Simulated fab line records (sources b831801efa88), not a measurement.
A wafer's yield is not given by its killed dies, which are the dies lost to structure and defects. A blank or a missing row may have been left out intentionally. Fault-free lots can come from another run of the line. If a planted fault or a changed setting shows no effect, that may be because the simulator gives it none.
Matching of chambers | flow sky130 | 4 sister chambers for SKY_VIA3_CMP_02 on cmp-01
The step polishes SiO2. 24 wafers are shown with their chamber, then 12 later ones without.

== WAFERS WITH THEIR CHAMBER ==
wafer  | chamber | motor current A (A) | head pressure psi (psi) | platen rpm (rpm)
L074.1 | 1       | 11.4                | 3.999                   | 59.97
L074.2 | 2       | 10.9                | 4.006                   | 60.02
L074.3 | 3       | 10.7                | 3.997                   | 59.98
L075.2 | 0       | 14.8                | 4.000                   | 59.97
L075.3 | 1       | 11.2                | 4.003                   | 60.05
L075.6 | 2       | 11.0                | 4.007                   | 60.02
L077.1 | 1       | 11.2                | 4.005                   | 59.92
L077.4 | 3       | 10.4                | 3.992                   | 60.00
L077.5 | 1       | 10.9                | 3.990                   | 59.96
L078.2 | 0       | 14.5                | 3.988                   | 60.01
L078.4 | 1       | 10.9                | 4.002                   | 60.04
L078.5 | 3       | 10.4                | 3.998                   | 60.02
L081.1 | 0       | 14.7                | 3.992                   | 59.98
L081.3 | 2       | 10.9                | 3.985                   | 59.96
L081.6 | 1       | 10.8                | 4.004                   | 59.98
L082.2 | 2       | 10.8                | 4.011                   | 60.03
L082.4 | 1       | 10.9                | 3.989                   | 60.07
L082.5 | 1       | 11.4                | 4.006                   | 59.94
L083.1 | 0       | 14.3                | 4.003                   | 60.04
L083.2 | 2       | 10.8                | 4.001                   | 60.01
L083.5 | 0       | 13.9                | 3.995                   | 60.06
L086.2 | 1       | 11.2                | 3.992                   | 60.03
L086.4 | 2       | 11.1                | 3.989                   | 60.03
L086.6 | 1       | 11.3                | 3.998                   | 60.05

SIGNATURES (averages over the wafers above)
reading           | chamber 0 | chamber 1 | chamber 2 | chamber 3 | scatter within a chamber
motor current A   | 14.440    | 11.120    | 10.917    | 10.500    | 0.234
head pressure psi | 3.99560   | 3.99880   | 3.99983   | 3.99567   | 0.00736
platen rpm        | 60.0120   | 60.0010   | 60.0117   | 60.0000   | 0.0421
Rule: for each reading, subtract the chamber's mean from the wafer's reading, divide by that reading's scatter and square the result; add these up over the readings and take the root, which gives the wafer's distance from the chamber. The wafer belongs to the nearest chamber; if the next one is less than 2 further off, it can't be placed. The scatter: the root of (the sum of the squares of (reading less its chamber's mean) over the shown wafers, divided by (wafers less chambers)).

== WAFERS WITH NO CHAMBER GIVEN ==
wafer  | motor current A (A) | head pressure psi (psi) | platen rpm (rpm)
L088.1 | 10.9                | 4.000                   | 60.05
L088.3 | 14.1                | 3.989                   | 60.03
L088.6 | 11.5                | 3.990                   | 59.95
L090.1 | 10.5                | 4.017                   | 60.04
L090.3 | 10.1                | 4.005                   | 60.00
L090.4 | 11.3                | 4.005                   | 60.04
L091.3 | 11.3                | 4.014                   | 59.99
L091.5 | 11.5                | 4.003                   | 60.00
L091.6 | 11.5                | 4.008                   | 60.02
L096.1 | 10.8                | 3.984                   | 59.95
L096.3 | 14.2                | 4.007                   | 59.98
L096.4 | 10.7                | 4.004                   | 60.01

== WHICH CHAMBER EACH ONE RAN IN ==
wafer  | from the rows above          | in truth
L088.1 | can't be placed: 2 or 1 or 3 | 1
L088.3 | 0                            | 0
L088.6 | can't be placed: 1 or 2      | 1
L090.1 | can't be placed: 2 or 3 or 1 | 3
L090.3 | can't be placed: 3 or 2      | 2
L090.4 | can't be placed: 1 or 2      | 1
L091.3 | can't be placed: 1 or 2      | 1
L091.5 | can't be placed: 1 or 2      | 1
L091.6 | can't be placed: 1 or 2      | 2
L096.1 | can't be placed: 3 or 2 or 1 | 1
L096.3 | 0                            | 0
L096.4 | can't be placed: 2 or 3 or 1 | 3
Placed correctly: 2 of 12. These rows do not allow placing 10 (true chamber among the candidates in 10). 0 placed wrongly.
